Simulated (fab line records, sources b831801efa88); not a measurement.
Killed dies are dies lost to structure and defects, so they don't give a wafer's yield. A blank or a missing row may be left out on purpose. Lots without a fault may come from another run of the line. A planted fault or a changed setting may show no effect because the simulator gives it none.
fab line records | flow gf180mcu
record lots=24 wafers=72 last_day=35
route steps=602 shown V3@451 M4@457 V4@490
lots that met no fault: from a run of the same line without faults
start_h: hours from the record's first day to the start of the lot's first wafer shown | wait_h: hours since the lot's step before | " the same as in the row above | L1.1+2: a row that stands for several wafers | - no value, or no start given | * or withheld: withheld | < > ~ a bound
route shown NAME@n: a module of which the file shows steps, and the number in the route of the first | usual: mean/standard deviation of fault-free wafers | same: alike in all rows | chamber/n: place in a boat | sites: the reading at each site | _std_site: their standard deviation | _edge_site: outer sites' mean less inner sites' | radius_mm: how far each site lies from the wafer's centre | mask NAME#n: copy n | behind: the tool/chamber that last shaped the wafer | hold: why the lot was held/for how many hours/how that ended | device: the transistor (n, p or np) that didn't switch | end of line: the same wafers' tests at the end of the route | a step without rows: its recipe alone | killed: dies lost to structure and defects at the first sort, not the wafer's yield | map: a wafer's dies, x killed, . not, _ none there
set.NAME: the setting as run; set.NAME@STEP: as run at that earlier step | model.NAME: the simulator's own value behind a step, which no gauge read
steps of the route over a sample of lots; a table a step, a row a wafer
services: from which hour (start_h, from the record's first day; less than 0 if before it) a tool's chamber was out of use, for how many hours, and why
## steps
# step GF_V3_SPUTTER_22
# recipe material=TiN target_thk_nm=10 chamber_pressure_pa=5 power_w=3850 time_s=40
# usual throttle_valve_pct=29.8/1.1
# columns lot.wafer tool chamber start_h wait_h throttle_valve_pct
L074.2 pvd_sputter-02 - 540.65 0.0 30.2
L074.3 " - " " 30.2
L074.4 " - " " 30.2
L075.4 pvd_sputter-03 - 550.52 0.0 31.4
L075.5 " - " " 27.6
L075.6 " - " " 29.0
L076.1 pvd_sputter-03 - 552.18 0.0 27.6
L076.2 " - " " 29.9
L076.3 " - " " 31.5
L077.1 pvd_sputter-01 - 567.40 0.0 30.4
L077.2 " - " " 30.9
L077.4 " - " " 29.1
L078.2 pvd_sputter-03 - 576.80 0.0 27.6
L078.4 " - " " 29.7
L078.6 " - " " 31.3
L079.1 pvd_sputter-03 - 581.95 0.0 29.8
L079.3 " - " " 28.7
L079.4 " - " " 27.4
L080.1 pvd_sputter-03 - 582.91 0.0 28.8
L080.2 " - " " 29.7
L080.5 " - " " 29.5
L081.1 pvd_sputter-03 - 598.93 0.0 29.8
L081.5 " - " " 31.4
L081.6 " - " " 29.7
L082.2 pvd_sputter-02 - 599.01 0.0 29.6
L082.5 " - " " 30.6
L082.6 " - " " 29.9
L083.2 pvd_sputter-03 - 611.35 0.0 27.7
L083.4 " - " " 31.8
L083.5 " - " " 27.6
L084.2 pvd_sputter-01 - 616.91 0.0 30.4
L084.4 " - " " 30.3
L084.5 " - " " 30.5
L085.2 pvd_sputter-01 - 627.15 0.0 31.2
L085.3 " - " " 30.5
L085.6 " - " " 28.8
L086.2 pvd_sputter-03 - 627.53 0.0 31.7
L086.4 " - " " 30.0
L086.6 " - " " 28.7
L087.1 pvd_sputter-03 - 636.72 0.0 28.8
L087.3 " - " " 29.7
L087.4 " - " " 27.6
L088.1 pvd_sputter-02 - 640.62 0.0 29.2
L088.3 " - " " 30.5
L088.4 " - " " 30.0
L089.1 pvd_sputter-01 - 650.40 0.0 30.5
L089.2 " - " " 29.0
L089.5 " - " " 30.3
L090.4 pvd_sputter-02 - 656.60 0.0 29.9
L090.5 " - " " 29.6
L090.6 " - " " 29.8
L091.1 pvd_sputter-01 - 664.48 0.0 30.2
L091.3 " - " " 30.5
L091.6 " - " " 30.3
L092.3 pvd_sputter-01 - 669.23 0.0 30.4
L092.4 " - " " 31.3
L092.6 " - " " 30.3
L093.1 pvd_sputter-03 - 671.50 0.0 27.5
L093.3 " - " " 29.8
L093.4 " - " " 28.7
L094.1 pvd_sputter-01 - 679.75 0.0 30.4
L094.2 " - " " 31.1
L094.3 " - " " 30.6
L095.1 pvd_sputter-01 - 687.68 0.0 29.2
L095.3 " - " " 30.1
L095.6 " - " " 30.3
L096.2 pvd_sputter-02 - 693.60 0.0 30.7
L096.4 " - " " 29.9
L096.5 " - " " 30.1
L097.3 pvd_sputter-01 - 703.69 0.0 28.8
L097.5 " - " " 30.9
L097.6 " - " " 30.6
# step GF_M4_SPUTTER_01
# recipe material=TiN target_thk_nm=30 power_w=6500 time_s=25 chamber_pressure_pa=0.4
# usual throttle_valve_pct=29.9/0.74
# columns lot.wafer tool chamber start_h wait_h throttle_valve_pct
L074.2 pvd_sputter-02 - 541.40 0.1 30.5
L074.3 " - " " 30.2
L074.4 " - " " 30.1
L075.4 pvd_sputter-02 - 551.25 0.1 30.1
L075.5 " - " " 30.0
L075.6 " - " " 29.6
L076.1 pvd_sputter-01 - 553.01 0.1 31.0
L076.2 " - " " 30.4
L076.3 " - " " 30.5
L077.1 pvd_sputter-02 - 568.14 0.1 30.4
L077.2 " - " " 30.1
L077.4 " - " " 29.7
L078.2 pvd_sputter-02 - 577.53 0.1 29.8
L078.4 " - " " 29.9
L078.6 " - " " 30.0
L079.1 pvd_sputter-01 - 582.69 0.1 30.5
L079.3 " - " " 30.5
L079.4 " - " " 28.9
L080.1 pvd_sputter-02 - 583.64 0.1 29.9
L080.2 " - " " 29.9
L080.5 " - " " 30.6
L081.1 pvd_sputter-01 - 599.66 0.1 29.0
L081.5 " - " " 30.3
L081.6 " - " " 30.4
L082.2 pvd_sputter-02 - 599.74 0.1 29.6
L082.5 " - " " 30.1
L082.6 " - " " 30.4
L083.2 pvd_sputter-01 - 612.08 0.1 30.9
L083.4 " - " " 30.2
L083.5 " - " " 30.4
L084.2 pvd_sputter-01 - 617.64 0.1 31.2
L084.4 " - " " 30.1
L084.5 " - " " 31.0
L085.2 pvd_sputter-01 - 627.88 0.1 29.2
L085.3 " - " " 30.3
L085.6 " - " " 28.9
L086.2 pvd_sputter-02 - 628.26 0.1 30.0
L086.4 " - " " 29.6
L086.6 " - " " 30.1
L087.1 pvd_sputter-04 - 637.45 0.1 30.2
L087.3 " - " " 30.1
L087.4 " - " " 29.2
L088.1 pvd_sputter-01 - 641.36 0.1 31.0
L088.3 " - " " 30.3
L088.4 " - " " 29.1
L089.1 pvd_sputter-04 - 651.13 0.1 27.8
L089.2 " - " " 30.2
L089.5 " - " " 29.1
L090.4 pvd_sputter-04 - 657.33 0.1 29.8
L090.5 " - " " 30.0
L090.6 " - " " 27.6
L091.1 pvd_sputter-02 - 665.21 0.1 29.6
L091.3 " - " " 30.2
L091.6 " - " " 29.4
L092.3 pvd_sputter-02 - 669.96 0.1 29.4
L092.4 " - " " 30.0
L092.6 " - " " 30.4
L093.1 pvd_sputter-02 - 672.23 0.1 29.8
L093.3 " - " " 30.0
L093.4 " - " " 30.3
L094.1 pvd_sputter-02 - 680.63 0.1 30.0
L094.2 " - " " 30.2
L094.3 " - " " 29.6
L095.1 pvd_sputter-01 - 688.66 0.1 31.2
L095.3 " - " " 28.7
L095.6 " - " " 29.1
L096.2 pvd_sputter-04 - 694.37 0.1 29.9
L096.4 " - " " 29.2
L096.5 " - " " 30.1
L097.3 pvd_sputter-04 - 704.43 0.1 30.0
L097.5 " - " " 30.2
L097.6 " - " " 27.8
# step GF_M4_RS_MEAS_05
# recipe thk_meas_gauge=four-point-probe reads=TiN_of_M4_SPUTTER_04+Ti_of_M4_SPUTTER_03+AlCu_of_M4_SPUTTER_02+TiN_of_M4_SPUTTER_01+Ti_of_M4_SPUTTER_00
# usual M4_ALCU_RS=0.0674/0.00058
# columns lot.wafer tool chamber start_h wait_h M4_ALCU_RS[ohm/sq]
L074.2 film_metro-04 - 541.54 0.0 0.0676
L074.3 " - " " 0.0675
L074.4 " - " " 0.0669
L075.4 film_metro-03 - 551.43 0.1 0.0664
L075.5 " - " " 0.0664
L075.6 " - " " 0.0674
L076.1 film_metro-04 - 553.13 0.0 0.0674
L076.2 " - " " 0.0669
L076.3 " - " " 0.0671
L077.1 film_metro-04 - 568.26 0.0 0.0667
L077.2 " - " " 0.0668
L077.4 " - " " 0.0672
L078.2 film_metro-03 - 577.67 0.0 0.0689
L078.4 " - " " 0.0676
L078.6 " - " " 0.0677
L079.1 film_metro-04 - 582.81 0.0 0.0673
L079.3 " - " " 0.0680
L079.4 " - " " 0.0676
L080.1 film_metro-04 - 583.76 0.0 0.0679
L080.2 " - " " 0.0671
L080.5 " - " " 0.0670
L081.1 film_metro-02 - 599.79 0.0 0.0672
L081.5 " - " " 0.0681
L081.6 " - " " 0.0679
L082.2 film_metro-03 - 599.88 0.0 0.0681
L082.5 " - " " 0.0675
L082.6 " - " " 0.0682
L083.2 film_metro-03 - 612.22 0.0 0.0666
L083.4 " - " " 0.0668
L083.5 " - " " 0.0671
L084.2 film_metro-03 - 617.78 0.0 0.0675
L084.4 " - " " 0.0681
L084.5 " - " " 0.0673
L085.2 film_metro-02 - 628.02 0.0 0.0671
L085.3 " - " " 0.0672
L085.6 " - " " 0.0673
L086.2 film_metro-04 - 628.40 0.0 0.0679
L086.4 " - " " 0.0682
L086.6 " - " " 0.0679
L087.1 film_metro-02 - 637.57 0.0 0.0671
L087.3 " - " " 0.0673
L087.4 " - " " 0.0668
L088.1 film_metro-02 - 641.48 0.0 0.0677
L088.3 " - " " 0.0685
L088.4 " - " " 0.0680
L089.1 film_metro-03 - 651.25 0.0 0.0676
L089.2 " - " " 0.0689
L089.5 " - " " 0.0679
L090.4 film_metro-02 - 657.51 0.1 0.0679
L090.5 " - " " 0.0680
L090.6 " - " " 0.0675
L091.1 film_metro-02 - 665.33 0.0 0.0679
L091.3 " - " " 0.0678
L091.6 " - " " 0.0676
L092.3 film_metro-02 - 670.12 0.1 0.0687
L092.4 " - " " 0.0667
L092.6 " - " " 0.0671
L093.1 film_metro-04 - 672.35 0.0 0.0683
L093.3 " - " " 0.0683
L093.4 " - " " 0.0677
L094.1 film_metro-03 - 680.75 0.0 0.0680
L094.2 " - " " 0.0671
L094.3 " - " " 0.0679
L095.1 film_metro-04 - 688.78 0.0 0.0669
L095.3 " - " " 0.0672
L095.6 " - " " 0.0672
L096.2 film_metro-04 - 694.52 0.0 0.0678
L096.4 " - " " 0.0676
L096.5 " - " " 0.0679
L097.3 film_metro-03 - 704.59 0.1 0.0667
L097.5 " - " " 0.0662
L097.6 " - " " 0.0661
# step GF_V4_CD_MEAS_14
# recipe target_cd_nm=260
# usual cd_nm=259.7/1.3
# columns lot.wafer tool chamber start_h wait_h cd_nm
L074.2 cd_sem-02 - 584.64 0.1 259.4
L074.3 " - " " 259.9
L074.4 " - " " 259.2
L075.4 cd_sem-01 - 594.53 0.1 261.7
L075.5 " - " " 262.8
L075.6 " - " " 261.0
L076.1 cd_sem-02 - 595.50 0.1 259.7
L076.2 " - " " 259.8
L076.3 " - " " 259.8
L077.1 cd_sem-01 - 611.32 0.1 259.9
L077.2 " - " " 260.0
L077.4 " - " " 259.2
L078.2 cd_sem-02 - 621.74 0.1 261.2
L078.4 " - " " 261.8
L078.6 " - " " 260.9
L079.1 cd_sem-02 - 626.97 0.1 258.9
L079.3 " - " " 258.8
L079.4 " - " " 258.2
L080.1 cd_sem-01 - 627.01 0.1 258.8
L080.2 " - " " 259.2
L080.5 " - " " 258.8
L081.1 cd_sem-02 - 642.72 0.1 259.8
L081.5 " - " " 260.6
L081.6 " - " " 259.5
L082.2 cd_sem-02 - 643.23 0.1 258.3
L082.5 " - " " 258.9
L082.6 " - " " 257.9
L083.2 cd_sem-02 - 654.18 0.1 260.0
L083.4 " - " " 260.0
L083.5 " - " " 259.9
L084.2 cd_sem-01 - 659.24 0.1 260.4
L084.4 " - " " 260.0
L084.5 " - " " 259.8
L085.2 cd_sem-02 - 669.87 0.1 260.8
L085.3 " - " " 261.4
L085.6 " - " " 260.1
L086.2 cd_sem-01 - 670.29 0.1 262.3
L086.4 " - " " 261.4
L086.6 " - " " 261.2
L087.1 cd_sem-02 - 678.52 0.1 259.4
L087.3 " - " " 259.7
L087.4 " - " " 258.3
L088.1 cd_sem-01 - 682.11 0.1 261.8
L088.3 " - " " 260.2
L088.4 " - " " 260.3
L089.1 cd_sem-02 - 691.46 0.1 260.0
L089.2 " - " " 259.5
L089.5 " - " " 259.1
L090.4 cd_sem-02 - 698.46 0.1 258.1
L090.5 " - " " 259.1
L090.6 " - " " 259.1
L091.1 cd_sem-02 - 706.68 0.2 259.9
L091.3 " - " " 260.1
L091.6 " - " " 260.6
L092.3 cd_sem-02 - 710.41 0.1 260.6
L092.4 " - " " 261.6
L092.6 " - " " 259.8
L093.1 cd_sem-02 - 712.52 0.1 260.4
L093.3 " - " " 260.1
L093.4 " - " " 260.4
L094.1 cd_sem-01 - 720.20 0.1 257.2
L094.2 " - " " 257.2
L094.3 " - " " 257.1
L095.1 cd_sem-02 - 728.08 0.2 260.3
L095.3 " - " " 259.8
L095.6 " - " " 260.8
L096.2 cd_sem-01 - 733.23 0.1 258.1
L096.4 " - " " 257.8
L096.5 " - " " 256.9
L097.3 cd_sem-02 - 742.25 0.1 257.4
L097.5 " - " " 258.6
L097.6 " - " " 258.8
# step GF_V4_OVL_MEAS_15
# usual V4_OVL=1/5.8
# columns lot.wafer tool chamber start_h wait_h V4_OVL[nm]
L074.2 overlay-01 - 584.75 0.1 -16
L074.3 " - " " -9
L074.4 " - " " -7
L075.4 overlay-02 - 594.61 0.1 -3
L075.5 " - " " 0
L075.6 " - " " 7
L076.1 overlay-01 - 595.62 0.1 1
L076.2 " - " " 4
L076.3 " - " " -4
L077.1 overlay-02 - 611.44 0.1 2
L077.2 " - " " 5
L077.4 " - " " -2
L078.2 overlay-01 - 621.85 0.1 2
L078.4 " - " " 10
L078.6 " - " " 7
L079.1 overlay-02 - 627.09 0.1 1
L079.3 " - " " -2
L079.4 " - " " -8
L080.1 overlay-01 - 627.13 0.1 3
L080.2 " - " " 1
L080.5 " - " " -4
L081.1 overlay-02 - 642.84 0.1 0
L081.5 " - " " 4
L081.6 " - " " 3
L082.2 overlay-01 - 643.34 0.1 4
L082.5 " - " " -3
L082.6 " - " " 7
L083.2 overlay-01 - 654.29 0.1 3
L083.4 " - " " 5
L083.5 " - " " 7
L084.2 overlay-02 - 659.35 0.1 9
L084.4 " - " " 5
L084.5 " - " " 0
L085.2 overlay-01 - 669.98 0.1 2
L085.3 " - " " 2
L085.6 " - " " 3
L086.2 overlay-02 - 670.40 0.1 1
L086.4 " - " " -3
L086.6 " - " " 6
L087.1 overlay-02 - 678.64 0.1 -3
L087.3 " - " " 1
L087.4 " - " " 14
L088.1 overlay-01 - 682.23 0.1 1
L088.3 " - " " 3
L088.4 " - " " -5
L089.1 overlay-01 - 691.58 0.1 0
L089.2 " - " " -1
L089.5 " - " " -1
L090.4 overlay-02 - 698.54 0.1 8
L090.5 " - " " 1
L090.6 " - " " 17
L091.1 overlay-01 - 706.80 0.1 -9
L091.3 " - " " -18
L091.6 " - " " -9
L092.3 overlay-01 - 710.50 0.1 4
L092.4 " - " " -4
L092.6 " - " " 0
L093.1 overlay-02 - 712.64 0.1 12
L093.3 " - " " 9
L093.4 " - " " 3
L094.1 overlay-02 - 720.32 0.1 -4
L094.2 " - " " -9
L094.3 " - " " -6
L095.1 overlay-01 - 728.20 0.1 -1
L095.3 " - " " 1
L095.6 " - " " -7
L096.2 overlay-02 - 733.34 0.1 4
L096.4 " - " " 2
L096.5 " - " " -12
L097.3 overlay-01 - 742.35 0.1 0
L097.5 " - " " 5
L097.6 " - " " -6
# step GF_V4_CVD_23
# recipe material=W target_thk_nm=350 time_s=104.9 temp_c=400 pressure_torr=40
# usual heater_power_outer_w=543/41 heater_power_w=885/22
# columns lot.wafer tool chamber start_h wait_h heater_power_outer_w heater_power_w
L074.2 cvd_w-01 1 585.54 0.0 543 902
L074.3 " 1 " " 540 898
L074.4 " 0 " " 515 842
L075.4 cvd_w-01 1 595.46 0.1 547 898
L075.5 " 0 " " 509 865
L075.6 " 1 " " 529 899
L076.1 cvd_w-01 1 596.52 0.0 520 901
L076.2 " 0 " " 515 844
L076.3 " 1 " " 524 883
L077.1 cvd_w-01 1 612.27 0.0 542 932
L077.2 " 0 " " 510 872
L077.4 " 1 " " 553 891
L078.2 cvd_w-01 1 622.64 0.0 536 905
L078.4 " 1 " " 544 906
L078.6 " 1 " " 548 907
L079.1 cvd_w-01 1 627.89 0.0 525 890
L079.3 " 0 " " 508 863
L079.4 " 1 " " 538 885
L080.1 cvd_w-02 1 627.93 0.0 501 886
L080.2 " 0 " " 631 888
L080.5 " 1 " " 523 900
L081.1 cvd_w-01 0 643.67 0.0 497 848
L081.5 " 1 " " 543 925
L081.6 " 0 " " 510 874
L082.2 cvd_w-02 0 644.17 0.0 623 874
L082.5 " 1 " " 519 893
L082.6 " 0 " " 604 879
L083.2 cvd_w-02 1 655.11 0.0 524 875
L083.4 " 0 " " 617 922
L083.5 " 1 " " 527 864
L084.2 cvd_w-01 1 660.14 0.0 538 910
L084.4 " 1 " " 553 888
L084.5 " 0 " " 503 861
L085.2 cvd_w-02 1 670.78 0.0 515 878
L085.3 " 1 " " 522 861
L085.6 " 0 " " 623 882
L086.2 cvd_w-01 1 671.20 0.0 533 888
L086.4 " 0 " " 496 863
L086.6 " 1 " " 555 913
L087.1 cvd_w-01 1 679.44 0.0 553 892
L087.3 " 0 " " 508 855
L087.4 " 1 " " 538 902
L088.1 cvd_w-02 1 683.04 0.0 519 880
L088.3 " 0 " " 607 917
L088.4 " 1 " " 512 893
L089.1 cvd_w-02 1 692.41 0.0 507 867
L089.2 " 0 " " 612 899
L089.5 " 0 " " 601 899
L090.4 cvd_w-02 0 699.36 0.1 593 907
L090.5 " 1 " " 521 896
L090.6 " 0 " " 624 906
L091.1 cvd_w-02 0 707.60 0.0 614 906
L091.3 " 1 " " 512 869
L091.6 " 0 " " 624 897
L092.3 cvd_w-02 0 711.33 0.1 605 877
L092.4 " 1 " " 499 891
L092.6 " 0 " " 596 904
L093.1 cvd_w-02 0 713.46 0.0 613 886
L093.3 " 1 " " 528 895
L093.4 " 0 " " 626 915
L094.1 cvd_w-01 1 721.12 0.0 546 906
L094.2 " 0 " " 502 847
L094.3 " 0 " " 511 880
L095.1 cvd_w-02 1 729.01 0.0 516 891
L095.3 " 0 " " 614 902
L095.6 " 1 " " 534 886
L096.2 cvd_w-01 1 734.13 0.0 536 897
L096.4 " 1 " " 538 889
L096.5 " 1 " " 541 910
L097.3 cvd_w-01 0 743.17 0.1 510 876
L097.5 " 1 " " 536 903
L097.6 " 0 " " 504 840
## services
# columns tool chamber start_h hours kind
pvd_sputter-04 - 528.36 100.4 repair
pvd_sputter-03 2 530.25 - consumable_replace:kit
pvd_sputter-03 2 530.25 18.0 scheduled_down
pvd_sputter-03 2 530.25 18.0 vent_cycle
pvd_sputter-01 - 539.03 2.9 repair
pvd_sputter-01 - 593.55 0.6 repair
pvd_sputter-03 - 602.32 6.1 repair
pvd_sputter-01 0 607.56 - consumable_replace:kit
pvd_sputter-01 0 607.56 18.0 scheduled_down
pvd_sputter-01 0 607.56 18.0 vent_cycle
pvd_sputter-04 - 619.01 0.9 repair
pvd_sputter-02 - 632.31 5.7 repair
pvd_sputter-03 - 650.60 0.7 repair
cvd_w-01 - 660.90 0.5 repair
pvd_sputter-01 - 662.82 0.5 repair
cvd_w-01 - 687.62 14.6 pm
pvd_sputter-01 - 697.10 1.8 repair
pvd_sputter-01 3 727.93 - consumable_replace:kit
pvd_sputter-01 3 727.93 18.0 scheduled_down
pvd_sputter-01 3 727.93 18.0 vent_cycle
pvd_sputter-02 0 741.96 - consumable_replace:kit
pvd_sputter-02 0 741.96 18.0 scheduled_down
pvd_sputter-02 0 741.96 18.0 vent_cycle
## key
fault none
